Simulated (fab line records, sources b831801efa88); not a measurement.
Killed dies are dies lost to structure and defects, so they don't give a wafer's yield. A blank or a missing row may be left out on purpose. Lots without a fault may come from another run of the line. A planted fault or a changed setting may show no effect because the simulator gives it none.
A struck lot beside a sound one | flow sky130 | 16 steps out of a route of 708
Sound: wafers L439.1, L439.3, L439.6. Struck: wafers L448.1, L448.4, L448.5. The cause comes at the end.
At each step with rows: each side's tool, then ch and its chambers, then its first start. Under that, the readings that differ: sound wafers | struck wafers | difference of the means | sigmas: that difference in standard deviations of wafers without a fault.
alike: readings whose means differ by less than 2 such deviations, and words and numbers that are the same on both sides. not compared: withheld readings, readings that some wafer has no value for, bounds like >300 that may hide the same value, and numbers for which the record gives no deviation and whose values overlap.
The two part at a step that has a row with sigmas, a row that says differs or no value, or rows on one side only. Numbers that don't overlap but have no deviation are shown without sigmas and don't part them. A reading that every wafer of one side lacks parts them only if that side has two wafers or more.

first, 3 steps without rows for these wafers: SKY_METAL2_EXPOSE_12 (exposes mask MM2, target cd 140 nm); SKY_METAL2_PEB_13; SKY_METAL2_DEVELOP_14 (develop time 60 s).
SKY_METAL2_CD_MEAS_15: target cd 140 nm.
  sound on cd_sem-01, day 35 11:11; struck on cd_sem-02, day 38 14:35
  reading    | sound             | struck            | difference | sigmas
  cd_nm (nm) | 137.6 136.3 138.2 | 139.8 141.3 141.3 | +3.4       | +2
SKY_METAL2_OVL_MEAS_16:
  sound on overlay-02, day 35 11:19; struck on overlay-01, day 38 14:43
  alike: METAL2_OVL
SKY_METAL2_DESCUM_17: chemistry O2, time 8 s.
  sound on rie_metal-04 ch 0,1, day 35 11:21; struck on rie_metal-02 ch 0,1, day 38 14:45
  alike: drypump_motor_current_A, oes_product_au
  not compared: rf_hours_counter_h
SKY_METAL2_ETCH_18: etches BARC in N2/H2, stops on SiO2, time 45.9 s, target depth 60 nm.
  sound on rie_metal-04 ch 0,1, day 35 11:23; struck on rie_metal-02 ch 0,1, day 38 14:47
  alike: drypump_motor_current_A, oes_product_au, throttle_valve_pct
  not compared: rf_hours_counter_h
SKY_METAL2_METAL_ETCH_19: etches the open film in Cl2/BCl3, stops on SiO2, target depth 360 nm, time 78 s.
  sound on rie_metal-04 ch 0,1, day 35 11:26; struck on rie_metal-02 ch 0,1, day 38 14:50
  alike: drypump_motor_current_A, oes_product_au, throttle_valve_pct
  not compared: rf_hours_counter_h
SKY_METAL2_STRIP_20: strips in O2/N2.
  sound on plasma_asher-01 ch 0,1, day 35 11:32; struck on plasma_asher-01 ch 0,1, day 38 14:56
  alike: drypump_motor_current_A, oes_product_au, strip_time_to_endpoint_s
  not compared: rf_hours_counter_h
then, 3 steps without rows for these wafers: SKY_METAL2_STRIP_21 (strips in post etch residue remover, time 1200 s); SKY_METAL2_CLEAN_22 (cleans in IPA, time 180 s); SKY_METAL2_CLEAN_23 (cleans in O3/DIW).
SKY_VIA2_HDPCVD_00: deposits SiO2, target thk 1180 nm, time 196.7 s.
  sound on hdpcvd-01 ch 0,1, day 35 12:07; struck on hdpcvd-02 ch 0,2, day 38 16:13
SKY_VIA2_THK_MEAS_01:
  sound on film_metro-03, day 35 12:15; struck on film_metro-01, day 38 16:20
  reading              | sound          | struck         | difference | sigmas
  VIA2_HDPCVD_THK (nm) | 1185 1176 1181 | 2367 2350 2354 | +1176      | +99 or more
SKY_VIA2_CMP_02: polishes SiO2.
  sound on cmp-02 ch 0,1,2, day 35 12:19; struck on cmp-02 ch 0,2, day 38 16:27
  alike: motor_current_A, slurry_filter_dp_kPa
-- the record jumps here: 10 days lie between the struck wafers' starts before and after (it left off in module VIA2 and takes up again in module PAD_OPEN, whose first step shown is number 708 of the route) --
SKY_PAD_OPEN_PROBE_99:
  the record has rows for the struck wafers here (prober-02, day 48 09:25) and none for the sound ones

WHERE THEY PART
First at SKY_METAL2_CD_MEAS_15; last, within this record, at SKY_PAD_OPEN_PROBE_99.

WHY: what the simulator had put in
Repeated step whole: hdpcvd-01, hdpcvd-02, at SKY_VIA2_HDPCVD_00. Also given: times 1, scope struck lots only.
